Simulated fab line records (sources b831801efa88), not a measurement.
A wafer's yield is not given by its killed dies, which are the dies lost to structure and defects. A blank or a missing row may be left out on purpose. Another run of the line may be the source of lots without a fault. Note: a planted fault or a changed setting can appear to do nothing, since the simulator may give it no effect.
Struck lot and sound lot, side by side / flow sky130 / 16 steps out of a route of 708
Sound: these wafers, L587.2, L587.5, L587.6. Struck: wafers L604.2, L604.4, L604.5. The cause is given at the end.
At each step with rows: each side's tool, then ch and its chambers, then its first start. Under that, the readings that differ: sound wafers / struck wafers / difference of the means / sigmas: that difference in standard deviations of wafers without a fault.
alike: words and numbers the same on both sides, and readings whose means are apart by under 2 such deviations; not compared: readings that were withheld, readings missing a value for some wafer, numbers with overlapping values and no deviation given by the record, and bounds like >300 which may hide the same value.
A row with sigmas, a row that says differs or no value, or rows on one side alone: a step with any of these is where the two part. Numbers that have no deviation but don't overlap get no sigmas and don't part them. A reading missing from all wafers of one side parts the sides only when that side holds two or more wafers.

first, 3 steps without rows for these wafers: SKY_VIA1_EXPOSE_09 (exposes mask VIM, target cd 150 nm); SKY_VIA1_PEB_10; SKY_VIA1_DEVELOP_11 (develop time 60 s).
SKY_VIA1_CD_MEAS_12: target cd 150 nm.
  sound: cd-sem-01 at day 33 22:50; struck: cd-sem-02 at day 39 10:31
  alike: cd-nm
SKY_VIA1_OVL_MEAS_13:
  sound: overlay-01 at day 33 22:56; struck: overlay-02 at day 39 10:37
  alike: VIA1_OVL
SKY_VIA1_ETCH_14: etches BARC in N2/H2, stops on SiO2, time 45.9 s, target depth 60 nm.
  sound on rie-diel-02 ch 2,3, day 33 22:58; struck on rie-diel-02 ch 0,3, day 39 10:39
  alike: drypump-motor-current-A, oes-product-au, throttle-valve-pct
  not compared: rf-hours-counter-h
SKY_VIA1_ETCH_15: etches SiO2 in C4F8/O2/Ar, stops on TiN, target depth 351 nm, time 54 s.
  sound on rie-diel-02 ch 2,3, day 33 23:01; struck on rie-diel-02 ch 0,3, day 39 10:41
  alike: oes-product-au
  not compared: rf-hours-counter-h
SKY_VIA1_STRIP_16: strips in O2/N2.
  sound on plasma-asher-04 ch 0,1, day 33 23:06; struck on plasma-asher-04 ch 0,1, day 39 10:44
  alike: drypump-motor-current-A, oes-product-au, strip-time-to-endpoint-s
  not compared: rf-hours-counter-h
then, 3 steps without rows for these wafers: SKY_VIA1_STRIP_17 (strips in post etch residue remover, time 1200 s); SKY_VIA1_CLEAN_18 (cleans in IPA, time 180 s); SKY_VIA1_CLEAN_19 (cleans in O3/DIW).
SKY_VIA1_SPUTTER_20: material TiN, target thk 20 nm, time 80 s.
  sound: pvd-sputter-01 at day 33 23:41; struck: pvd-sputter-02 at day 39 11:22
  alike: throttle-valve-pct
SKY_VIA1_CVD_21: deposits W, target thk 270 nm, time 80.902 s.
  sound on cvd-w-01 ch 0,1, day 33 23:45; struck on cvd-w-01 ch 0, day 39 11:26
  no value came back on the struck wafers for chamber-pressure-Torr (Torr), heater-power-outer-w (W), heater-power-w (W); on the sound wafers chamber-pressure-Torr (Torr) reads 39.91 40.01 40.16
SKY_VIA1_RS_MEAS_22: uses a four-point probe to measure.
  sound: film-metro-02 at day 33 23:52; struck: film-metro-02 at day 39 11:33
reading=VIA1_W_RS (ohm/sq); sound=0.429 0.424 0.434; struck=57.858 58.142 57.815; difference=+57.509; sigmas=+99 or more
SKY_VIA1_THK_MEAS_23: measures by xrf.
  sound: film-metro-02 at day 33 23:59; struck: film-metro-02 at day 39 11:40
reading=VIA1_W_THK (nm); sound=257 263 256; struck=<0 <0 <0; difference=differs; sigmas=
SKY_VIA1_CMP_24: polishes, stops on SiO2, t overpolish 15 s, target thk 0 nm.
  sound on cmp-01 ch 0,3, day 34 00:02; struck on cmp-01 ch 0,2,3, day 39 11:56
reading=time-to-endpoint-s (s); sound=61.2 63.6 64.5; struck=6.3 5.8 7.1; difference=-56.7; sigmas=-22
  alike: motor-current-A

WHERE THEY PART
Last at SKY_VIA1_CMP_24 as far as this record goes, first at SKY_VIA1_CVD_21.

WHY: what the simulator had put in
Beginning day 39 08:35, the whole step at SKY_VIA1_CVD_21 was skipped on cvd-w-01. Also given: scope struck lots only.
